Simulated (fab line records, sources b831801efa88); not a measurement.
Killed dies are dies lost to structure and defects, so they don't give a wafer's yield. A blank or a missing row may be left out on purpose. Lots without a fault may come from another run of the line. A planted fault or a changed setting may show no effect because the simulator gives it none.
A struck lot beside a sound one | flow gf180mcu | 14 steps out of a route of 602
Sound: wafers L476.2, L476.3, L476.5. Struck: wafer L482.4. (L482.2 of the same lot was not struck and is left out.) The cause comes at the end.
At each step with rows: each side's tool, then ch and its chambers, then its first start. Under that, the readings that differ: sound wafers | struck wafers | difference of the means | sigmas: that difference in standard deviations of wafers without a fault.
alike: readings whose means differ by less than 2 such deviations, and words and numbers that are the same on both sides. not compared: withheld readings, readings that some wafer has no value for, bounds like >300 that may hide the same value, and numbers for which the record gives no deviation and whose values overlap.
The two part at a step that has a row with sigmas, a row that says differs or no value, or rows on one side only. Numbers that don't overlap but have no deviation are shown without sigmas and don't part them. A reading that every wafer of one side lacks parts them only if that side has two wafers or more.

first, 5 steps without rows for these wafers: GF_MIM_COAT_14 (resist thk 1000 nm); GF_MIM_SOFTBAKE_15 (time 60 s); GF_MIM_EXPOSE_16 (exposes mask FuseTop, target cd 2000 nm); GF_MIM_PEB_17; GF_MIM_DEVELOP_18 (develop time 60 s).
GF_MIM_METAL_ETCH_19: etches the open film in Cl2/BCl3, stops on Si3N4, target depth 324.5 nm, time 54.1 s.
  sound on rie_metal-01 ch 0,1, day 28 14:43; struck on rie_metal-02 ch 1, day 30 04:04
  alike: chamber_pressure_mTorr, drypump_motor_current_A, oes_product_au, throttle_valve_pct
  not compared: rf_hours_counter_h
GF_MIM_STRIP_20: strips in O2/N2.
  sound on plasma_asher-03 ch 0,1, day 28 14:47; struck on plasma_asher-04 ch 0, day 30 04:08
  reading                        | sound                | struck | difference | sigmas
  chamber_pressure_mTorr (mTorr) | 1499.9 1499.0 1502.0 | 1496.9 | -3.4       | -3
  strip_time_to_endpoint_s (s)   | 11.28 11.23 11.31    | 11.17  | -0.10      | -2
  alike: drypump_motor_current_A, heater_power_w, oes_product_au
  not compared: rf_hours_counter_h
then, 5 steps without rows for these wafers: GF_MIM_STRIP_21 (strips in post etch residue remover, time 1200 s); GF_MIM_CLEAN_22 (cleans in DIW); GF_M5_DEHYDRATE_00 (time 60 s); GF_M5_HMDS_01 (prime time 60 s); GF_M5_COAT_02 (resist thk 1000 nm).
GF_M5_SOFTBAKE_03: time 60 s.
  sound on litho_track-03 ch 0, day 29 00:39; struck on litho_track-03 ch 0, day 30 13:42
  reading                  | sound             | struck | difference | sigmas
  heater_power_total_W (W) | 92.96 93.06 93.17 | 95.39  | +2.33      | +39
  run_length_s (s)         | 88.90 89.11 89.03 | 84.69  | -4.32      | -24
then, 1 step without rows for these wafers: GF_M5_EXPOSE_04 (exposes mask Metal5, target cd 280 nm).

WHERE THEY PART
First at GF_MIM_STRIP_20; last, within this record, at GF_M5_SOFTBAKE_03.

WHY: what the simulator had put in
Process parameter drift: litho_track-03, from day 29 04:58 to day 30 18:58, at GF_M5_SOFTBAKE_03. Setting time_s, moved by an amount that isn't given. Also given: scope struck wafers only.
